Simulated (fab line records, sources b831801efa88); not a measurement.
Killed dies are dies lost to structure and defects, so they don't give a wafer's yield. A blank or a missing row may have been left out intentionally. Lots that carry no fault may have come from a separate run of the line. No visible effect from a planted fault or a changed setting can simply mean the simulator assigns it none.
The tool behind it: which one? :: flow sky130 :: 14 lots with 42 wafers sampled at 3 steps, on a route of 708 steps

== WHAT EACH GAUGE READ, for each wafer ==
SKY_FIELD_ISO_BOW_MEAS_00. Usual: INCOMING_BOW -1 um, standard deviation 6.6.
lot: L350
measured: day 1 15:01
on: film metro-04
INCOMING_BOW (um): -7 5 3
flag: 

lot: L351
measured: day 1 20:01
on: film metro-04
INCOMING_BOW (um): -2 -5 2
flag: 

lot: L352
measured: day 2 01:01
on: film metro-01
INCOMING_BOW (um): -5 -2 -2
flag: 

lot: L353
measured: day 2 06:00
on: film metro-01
INCOMING_BOW (um): 4 1 7
flag: 

lot: L354
measured: day 2 11:00
on: film metro-01
INCOMING_BOW (um): 3 2 8
flag: 

lot: L355
measured: day 2 16:04
on: film metro-01
INCOMING_BOW (um): -1 3 0
flag: 

lot: L356
measured: day 2 21:00
on: film metro-02
INCOMING_BOW (um): -7 14 3
flag: 

lot: L357
measured: day 3 02:00
on: film metro-02
INCOMING_BOW (um): -14 2 -2
flag: 

lot: L362
measured: day 4 03:00
on: film metro-04
INCOMING_BOW (um): -6 -4 -6
flag: 

lot: L363
measured: day 4 08:00
on: film metro-02
INCOMING_BOW (um): -5 11 -3
flag: 

lot: L365
measured: day 4 18:01
on: film metro-02
INCOMING_BOW (um): -7 -5 8
flag: 

lot: L368
measured: day 5 09:00
on: film metro-02
INCOMING_BOW (um): -5 0 -7
flag: 

lot: L371
measured: day 6 00:04
on: film metro-01
INCOMING_BOW (um): -12 -1 -14
flag: 

lot: L372
measured: day 6 05:04
on: film metro-02
INCOMING_BOW (um): -2 -3 9
flag: 

SKY_FIELD_ISO_THK_MEAS_04. Usual: FIELD_ISO_CVD_03_THK 164.6 nm, standard deviation 1.5.
lot: L350
measured: day 1 20:14
on: film metro-01
FIELD_ISO_CVD_03_THK (nm): 163.6 164.1 163.9
flag: 

lot: L351
measured: day 1 23:29
on: film metro-02
FIELD_ISO_CVD_03_THK (nm): 163.9 164.6 164.3
flag: 

lot: L352
measured: day 2 05:59
on: film metro-02
FIELD_ISO_CVD_03_THK (nm): 165.9 165.5 165.4
flag: 

lot: L353
measured: day 2 10:54
on: film metro-02
FIELD_ISO_CVD_03_THK (nm): 165.1 164.9 165.2
flag: 

lot: L354
measured: day 2 15:06
on: film metro-04
FIELD_ISO_CVD_03_THK (nm): 165.0 164.1 165.2
flag: 

lot: L355
measured: day 2 19:31
on: film metro-02
FIELD_ISO_CVD_03_THK (nm): 163.7 163.2 164.0
flag: 

lot: L356
measured: day 3 03:14
on: film metro-04
FIELD_ISO_CVD_03_THK (nm): 166.2 166.9 166.1
flag: 

lot: L357
measured: day 3 07:41
on: film metro-01
FIELD_ISO_CVD_03_THK (nm): 163.8 163.2 164.9
flag: 

lot: L362
measured: day 4 06:36
on: film metro-01
FIELD_ISO_CVD_03_THK (nm): 163.0 164.8 162.3
flag: 

lot: L363
measured: day 4 12:47
on: film metro-01
FIELD_ISO_CVD_03_THK (nm): 164.3 162.5 161.9
flag: 

lot: L365
measured: day 4 22:58
on: film metro-04
FIELD_ISO_CVD_03_THK (nm): 165.2 165.1 165.2
flag: 

lot: L368
measured: day 5 15:50
on: film metro-01
FIELD_ISO_CVD_03_THK (nm): 164.6 165.5 163.8
flag: 

lot: L371
measured: day 6 05:13
on: film metro-01
FIELD_ISO_CVD_03_THK (nm): 166.0 165.5 167.0
flag: 

lot: L372
measured: day 6 11:50
on: film metro-01
FIELD_ISO_CVD_03_THK (nm): 164.4 165.3 165.7
flag: 

SKY_FIELD_ISO_THK_MEAS_25. Usual: FIELD_ISO_CVD_24_THK 596 nm, standard deviation 8.3.
lot: L350
measured: day 2 13:57
on: film metro-04
FIELD_ISO_CVD_24_THK (nm): 595 580 596
flag: 

lot: L351
measured: day 2 15:55
on: film metro-02
FIELD_ISO_CVD_24_THK (nm): 596 587 600
flag: 

lot: L352
measured: day 3 01:43
on: film metro-04
FIELD_ISO_CVD_24_THK (nm): 585 600 598
flag: 

lot: L353
measured: day 3 05:44
on: film metro-04
FIELD_ISO_CVD_24_THK (nm): 602 602 595
flag: 

lot: L354
measured: day 3 09:43
on: film metro-01
FIELD_ISO_CVD_24_THK (nm): 600 592 599
flag: 

lot: L355
measured: day 3 13:39
on: film metro-04
FIELD_ISO_CVD_24_THK (nm): 586 584 583
flag: 

lot: L356
measured: day 3 20:39
on: film metro-04
FIELD_ISO_CVD_24_THK (nm): 602 590 588
flag: 

lot: L357
measured: day 4 02:30
on: film metro-04
FIELD_ISO_CVD_24_THK (nm): 586 596 599
flag: 

lot: L362
measured: day 5 03:21
on: film metro-01
FIELD_ISO_CVD_24_THK (nm): 604 599 610
flag: 

lot: L363
measured: day 5 08:51
on: film metro-01
FIELD_ISO_CVD_24_THK (nm): 588 600 583
flag: 

lot: L365
measured: day 5 21:37
on: film metro-04
FIELD_ISO_CVD_24_THK (nm): 576 599 587
flag: 

lot: L368
measured: day 6 14:08
on: film metro-04
FIELD_ISO_CVD_24_THK (nm): 598 602 602
flag: 

lot: L371
measured: day 7 02:53
on: film metro-04
FIELD_ISO_CVD_24_THK (nm): 607 589 604
flag: 

lot: L372
measured: day 7 08:58
on: film metro-02
FIELD_ISO_CVD_24_THK (nm): 591 595 603
flag: 

== WHICH TOOL RAN EACH LOT (tool, then ch and the chambers of the sampled wafers, then the start) ==
The record shows no process step preceding these readings.

== AS READ BY THE TOOLS THEMSELVES (means over the sampled wafers that have a number; for cases with no such wafer, the mark the record gives instead) ==
The record holds no such reading with a usual standard deviation.

== THE ANSWER, worked out from the rows above alone ==
Rule: a lot counts as off when the mean over its wafers that have a number is more than 3 standard deviations away from the usual mean. Also off: a lot with no number at a reading for which 4 or more lots have one. Any other lot the step has rows for is counted as sound. First the gauges in route order, then the tools' own readings, where a lot's mean is used as printed above. At the first step where some lot is off, the reading lying furthest off is the one used; lots without a number count as furthest.
Across all readings shown, no lot is off: no conclusion can be drawn from this.

== WHAT THE SIMULATOR PUT IN ==
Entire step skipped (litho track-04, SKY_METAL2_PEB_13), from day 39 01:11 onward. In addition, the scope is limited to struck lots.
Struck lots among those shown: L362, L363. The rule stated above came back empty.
